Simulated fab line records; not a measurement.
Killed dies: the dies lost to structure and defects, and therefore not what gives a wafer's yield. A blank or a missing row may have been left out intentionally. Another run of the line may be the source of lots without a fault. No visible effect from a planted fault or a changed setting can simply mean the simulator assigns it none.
Which of the tools did it? + flow gf180mcu + 14 lots, 42 wafers sampled, at 3 steps of a route of 602

WHAT EACH GAUGE READ, for each wafer
GF_POLY_GATE_CD_MEAS_10 targets a cd of 280 nm. Usual: cdNm at 280.1 nm, with a standard deviation of 1.1.
| lot  | measured     | on       | cdNm (nm)         | flag |
|------|--------------|----------|-------------------|------|
| L204 | day 9 02:22  | cdSem-02 | 279.8 277.2 278.4 |      |
| L206 | day 9 17:40  | cdSem-01 | 280.2 281.3 281.5 |      |
| L207 | day 10 01:06 | cdSem-01 | 279.2 280.6 280.1 |      |
| L208 | day 10 07:08 | cdSem-01 | 279.8 278.1 277.7 |      |
| L209 | day 10 14:25 | cdSem-01 | 280.9 280.7 281.1 |      |
| L210 | day 10 21:02 | cdSem-01 | 279.6 280.0 279.3 |      |
| L212 | day 11 14:25 | cdSem-01 | 281.6 280.8 281.9 |      |
| L213 | day 12 02:25 | cdSem-01 | 280.5 281.7 280.7 |      |
| L217 | day 13 01:39 | cdSem-02 | 281.0 280.5 280.7 |      |
| L219 | day 13 22:53 | cdSem-01 | 280.0 280.7 280.5 |      |
| L223 | day 15 00:11 | cdSem-02 | 280.2 280.0 279.7 |      |
| L225 | day 15 19:57 | cdSem-02 | 280.1 279.0 279.2 |      |
| L226 | day 15 20:19 | cdSem-01 | 278.8 279.9 279.6 |      |
| L227 | day 16 00:51 | cdSem-02 | 281.7 282.8 281.9 |      |

GF_HV_LDD_CD_MEAS_31 targets a cd of 400 nm. Usual: cdNm at 395.2 nm, with a standard deviation of 2.
| lot  | measured     | on       | cdNm (nm)         | flag |
|------|--------------|----------|-------------------|------|
| L204 | day 11 09:37 | cdSem-01 | 394.2 397.0 395.1 |      |
| L206 | day 12 03:52 | cdSem-01 | 397.1 397.4 396.0 |      |
| L207 | day 12 11:36 | cdSem-02 | 397.4 397.8 396.1 |      |
| L208 | day 12 17:58 | cdSem-01 | 393.2 395.7 395.3 |      |
| L209 | day 13 01:37 | cdSem-01 | 393.8 395.3 394.3 |      |
| L210 | day 13 09:43 | cdSem-02 | 393.8 393.8 395.3 |      |
| L212 | day 14 04:07 | cdSem-01 | 393.4 392.9 391.5 |      |
| L213 | day 14 18:23 | cdSem-02 | 392.2 389.8 392.0 |      |
| L217 | day 15 18:37 | cdSem-02 | 394.5 395.0 395.0 |      |
| L219 | day 16 19:35 | cdSem-01 | 396.0 396.5 396.7 |      |
| L223 | day 17 22:56 | cdSem-02 | 396.8 398.6 397.9 |      |
| L225 | day 18 18:37 | cdSem-02 | 395.0 392.8 393.8 |      |
| L226 | day 18 21:13 | cdSem-02 | 397.3 397.1 396.1 |      |
| L227 | day 19 00:47 | cdSem-01 | 394.6 395.2 395.8 |      |

WHAT TOOL EACH LOT RAN ON (gives the tool, then ch and the chambers of the sampled wafers, and finally the start)
| lot  | GF_VT_IMPLANT_RTA_45            |
|------|---------------------------------|
| L204 | rtpAnneal-01 ch 0, day 7 10:46  |
| L206 | rtpAnneal-01 ch 0, day 8 01:37  |
| L207 | rtpAnneal-02 ch 0, day 8 09:01  |
| L208 | rtpAnneal-01 ch 0, day 8 15:29  |
| L209 | rtpAnneal-02 ch 0, day 8 20:47  |
| L210 | rtpAnneal-01 ch 0, day 9 03:44  |
| L212 | rtpAnneal-01 ch 0, day 9 21:25  |
| L213 | rtpAnneal-02 ch 0, day 10 07:27 |
| L217 | rtpAnneal-01 ch 0, day 11 06:21 |
| L219 | rtpAnneal-02 ch 0, day 11 23:14 |
| L223 | rtpAnneal-02 ch 0, day 12 20:58 |
| L225 | rtpAnneal-01 ch 0, day 13 18:45 |
| L226 | rtpAnneal-02 ch 0, day 13 19:44 |
| L227 | rtpAnneal-01 ch 0, day 13 23:31 |
- GF_VT_IMPLANT_RTA_45: time 30 s.

AS READ BY THE TOOLS THEMSELVES (means over the sampled wafers that have a number; for cases with no such wafer, the mark the record gives instead)
GF_VT_IMPLANT_RTA_45. Usual: annealTempCMax 1054.1, standard deviation 1; lampPowerPct 35 %, standard deviation 3.2; wafer_temp_C_max 1057.0, standard deviation 1.4.
| lot  | tool         | annealTempCMax | lampPowerPct (%) | wafer_temp_C_max | flag |
|------|--------------|----------------|------------------|------------------|------|
| L204 | rtpAnneal-01 | 1054.9         | 38               | 1056.0           |      |
| L206 | rtpAnneal-01 | 1054.2         | 38               | 1057.4           |      |
| L207 | rtpAnneal-02 | 1053.8         | 31               | 1056.9           |      |
| L208 | rtpAnneal-01 | 1054.8         | 38               | 1055.7           |      |
| L209 | rtpAnneal-02 | 1053.7         | 31               | 1057.1           |      |
| L210 | rtpAnneal-01 | 1055.5         | 38               | 1055.6           |      |
| L212 | rtpAnneal-01 | 1054.6         | 38               | 1055.6           |      |
| L213 | rtpAnneal-02 | 1054.0         | 31               | 1058.0           |      |
| L217 | rtpAnneal-01 | 1055.0         | 38               | 1057.1           |      |
| L219 | rtpAnneal-02 | 1053.3         | 31               | 1057.0           |      |
| L223 | rtpAnneal-02 | 1053.2         | 31               | 1057.6           |      |
| L225 | rtpAnneal-01 | 1055.3         | 38               | 1058.0           |      |
| L226 | rtpAnneal-02 | 1053.6         | 31               | 1057.2           |      |
| L227 | rtpAnneal-01 | 1055.0         | 38               | 1056.8           |      |

THE ANSWER, worked out from the rows above alone
Rule: take the mean of a lot's wafers that have a number; if it is more than 3 standard deviations from the usual mean, the lot is off. A lot without any number at a reading at which 4 lots or more have one is off too. Any other lot the step has rows for is counted as sound. After the gauges, taken in route order, come the tools' own readings; for these a lot's mean is taken, as printed above. The first step at which some lot is off is used, and at that step the reading that is off furthest; a lot without a number counts as furthest.
None of the lots is off at any reading shown; this tells nothing.

WHAT WAS PUT IN BY THE SIMULATOR
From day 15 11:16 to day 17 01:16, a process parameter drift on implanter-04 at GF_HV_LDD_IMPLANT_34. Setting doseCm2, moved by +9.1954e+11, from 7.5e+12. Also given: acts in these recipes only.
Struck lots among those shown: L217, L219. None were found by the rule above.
